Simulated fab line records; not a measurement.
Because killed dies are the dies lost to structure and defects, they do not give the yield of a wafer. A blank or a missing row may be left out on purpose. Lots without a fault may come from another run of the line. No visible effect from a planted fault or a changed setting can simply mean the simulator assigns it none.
A lot that was struck, set against a sound lot / flow sky130 / 14 steps out of a route of 708
Sound: wafers L230.1, L230.2, L230.3. Wafers struck: L237.1, L237.2, L237.3. At the end, the cause is stated.
Each step with rows lists, per side, the tool, then ch with its chambers, then its first start. Under that, the readings that differ: sound wafers / struck wafers / difference of the means / sigmas: that difference in standard deviations of wafers without a fault.
alike: a reading whose means differ by less than 2 such deviations, as well as words and numbers matching on both sides. not compared: withheld readings; readings where some wafer has no value; bounds like >300 that might hide an equal value; numbers whose values overlap and for which the record gives no deviation.
A row with sigmas, a row that says differs or no value, or rows on one side alone: a step with any of these is where the two part. Numbers that have no deviation but don't overlap get no sigmas and don't part them. A reading missing from all wafers of one side parts the sides only when that side holds two or more wafers.

first, 4 steps without rows for these wafers: SKY_LDD_N_IMPLANT_12; SKY_LDD_N_IMPLANT_13; SKY_LDD_N_IMPLANT_14; SKY_LDD_N_IMPLANT_15.
SKY_LDD_N_STRIP_16: strips in O2/N2.
  sound on plasma asher-01 ch 0,1, day 20 22:04; struck on plasma asher-01 ch 0,1, day 23 10:31
  alike: drypump motor current A, oes product au, strip time to endpoint s
  not compared: rf hours counter h
SKY_LDD_N_TW_MEAS_17:
  struck on film metro-01, day 23 10:37; sound on film metro-01, day 20 22:10
  alike: LDD_N_TW
then, 6 steps without rows for these wafers: SKY_LDD_P_DEHYDRATE_00 (time 60 s); SKY_LDD_P_HMDS_01 (prime time 60 s); SKY_LDD_P_COAT_02 (resist thk 1140 nm); SKY_LDD_P_SOFTBAKE_03 (time 60 s); SKY_LDD_P_EXPOSE_04 (exposes mask PSDM, target cd 380 nm); SKY_LDD_P_PEB_05.
SKY_LDD_P_DEVELOP_06: develop time 60 s.
  struck on litho track-04, day 24 15:28; sound on litho track-04 ch 0, day 22 05:07
  no value came back on the struck wafers for chill plate temp C (C), develop time s (s); on the sound wafers chill plate temp C (C) reads 23.06 23.05 23.11
SKY_LDD_P_CD_MEAS_07: target cd 380 nm.
  struck on cd sem-01, day 24 15:37; sound on cd sem-02, day 22 05:16
reading=cd nm (nm); sound=382.3 384.0 380.9; struck=- - -; difference=no value on the struck wafers; sigmas=

## WHERE THEY PART
Last at SKY_LDD_P_CD_MEAS_07 as far as this record goes, first at SKY_LDD_P_DEVELOP_06.

WHY: the cause the simulator had injected
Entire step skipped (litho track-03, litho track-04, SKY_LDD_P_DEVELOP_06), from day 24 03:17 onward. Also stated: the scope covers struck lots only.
